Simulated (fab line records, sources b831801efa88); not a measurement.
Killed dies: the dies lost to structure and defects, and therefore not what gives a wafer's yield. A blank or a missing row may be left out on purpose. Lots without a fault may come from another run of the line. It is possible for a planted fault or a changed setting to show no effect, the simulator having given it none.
Shared-tool check -- flow gf180mcu -- 12 lots and 36 wafers in the sample

## WHY IT WAS OPENED
GF_PSD_RS_MEAS_14, reading NSD_RS: flagged on 2 of 12 lots. Fault-free wafers read 46.16 ohm/sq, with a standard deviation of 0.11.
Rule: flag the lot when none of its wafers has a number, or when each of its wafers that has one lies beyond 4 standard deviations from that mean. All remaining lots are regarded as sound.

lot,measured,on,"NSD_RS (ohm/sq), wafer by wafer",flag
L204,day 14 16:39,filmMetro-03,46.01 46.05 46.07,
L205,day 14 21:40,filmMetro-04,46.41 46.45 46.36,
L207,day 15 19:38,filmMetro-03,46.07 46.20 46.13,
L209,day 16 04:11,filmMetro-04,46.05 46.10 46.04,
L211,day 17 01:41,filmMetro-01,46.10 46.18 46.23,
L212,day 17 09:23,filmMetro-01,46.02 46.00 45.91,
L217,day 19 07:59,filmMetro-01,43.04 42.90 42.88,FLAGGED
L219,day 19 21:49,filmMetro-03,42.87 43.07 42.80,FLAGGED
L223,day 21 06:04,filmMetro-04,46.27 46.18 46.16,
L224,day 21 12:59,filmMetro-01,46.06 46.10 46.12,
L226,day 22 04:10,filmMetro-03,46.15 46.08 46.27,
L227,day 22 06:47,filmMetro-03,46.04 46.10 46.12,
The numbers of the flagged lots are 42.93 ohm/sq on average: -3.23 ohm/sq against the usual, or -29 standard deviations.

## TOOL THAT RAN EACH LOT
2 process steps preceding the reading are held in the record, out of 602 steps in the route. In each cell: the tool, then ch and the chambers that the sampled wafers went through, then the start.
lot,flag,GF_HV_LDD_STRIP_22,GF_PSD_RTA_13
L204,,"plasmaAsher-03 ch 0,1, day 11 04:26","rtpAnneal-01 ch 0, day 14 16:29"
L205,,"plasmaAsher-01 ch 0,1, day 11 09:42","rtpAnneal-02 ch 0, day 14 21:35"
L207,,"plasmaAsher-03 ch 0,1, day 12 04:09","rtpAnneal-02 ch 0, day 15 19:33"
L209,,"plasmaAsher-01 ch 0,1, day 12 12:06","rtpAnneal-01 ch 0, day 16 04:06"
L211,,"plasmaAsher-04 ch 0,1, day 13 07:21","rtpAnneal-02 ch 0, day 17 01:35"
L212,,"plasmaAsher-03 ch 0,1, day 13 13:57","rtpAnneal-01 ch 0, day 17 09:18"
L217,FLAGGED,"plasmaAsher-03 ch 0,1, day 15 06:27","rtpAnneal-02 ch 0, day 19 07:54"
L219,FLAGGED,"plasmaAsher-03 ch 1, day 15 19:11","rtpAnneal-02 ch 0, day 19 21:39"
L223,,"plasmaAsher-04 ch 0,1, day 16 22:43","rtpAnneal-01 ch 0, day 21 05:58"
L224,,"plasmaAsher-03 ch 0,1, day 17 06:05","rtpAnneal-01 ch 0, day 21 12:55"
L226,,"plasmaAsher-01 ch 0,1, day 17 22:30","rtpAnneal-01 ch 0, day 22 04:05"
L227,,"plasmaAsher-01 ch 0,1, day 18 01:33","rtpAnneal-01 ch 0, day 22 06:42"
What the steps here do:
- GF_HV_LDD_STRIP_22: strips in O2/N2.
- GF_PSD_RTA_13: time 20 s.
- GF_PSD_RS_MEAS_14: measures by four-point-probe.

## FLAGGED AGAINST TOTAL, ONE TOOL AT A TIME (gauges that did the reading follow at the end)
step,tool,lots run,flagged,share of the flagged lots,sound lots run after its first flagged lot
GF_HV_LDD_STRIP_22,plasmaAsher-01,4,0,none,-
GF_HV_LDD_STRIP_22,plasmaAsher-03,6,2,all,1 (L224)
GF_HV_LDD_STRIP_22,plasmaAsher-04,2,0,none,-
GF_PSD_RTA_13,rtpAnneal-01,7,0,none,-
GF_PSD_RTA_13,rtpAnneal-02,5,2,all,0
GF_PSD_RS_MEAS_14,filmMetro-01,4,1,some,1 (L224)
GF_PSD_RS_MEAS_14,filmMetro-03,5,1,some,"2 (L226,L227)"
GF_PSD_RS_MEAS_14,filmMetro-04,3,0,none,-

## THE TABLE: WHAT IT ALLOWS
Table rows that saw every flagged lot: 2, namely plasmaAsher-03 at GF_HV_LDD_STRIP_22 and rtpAnneal-02 at GF_PSD_RTA_13.
- plasmaAsher-03 at GF_HV_LDD_STRIP_22 ran 6 lots, 2 of them flagged. Sound lots ran on it after the first flagged one (L224), which a lasting fault on the whole tool wouldn't allow.
- rtpAnneal-02 at GF_PSD_RTA_13 ran 5 lots, 2 of them flagged. A fault beginning between L211 (day 17 01:35), its last sound lot, and L217 (day 19 07:54), its first flagged one, fits the data.
Just one tool remains: rtpAnneal-02 at GF_PSD_RTA_13.

## WHAT WAS PUT IN BY THE SIMULATOR
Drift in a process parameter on rtpAnneal-02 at GF_PSD_RTA_13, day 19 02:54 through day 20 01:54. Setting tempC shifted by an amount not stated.
Lots struck among those shown: L217, L219. The rule above found the same.
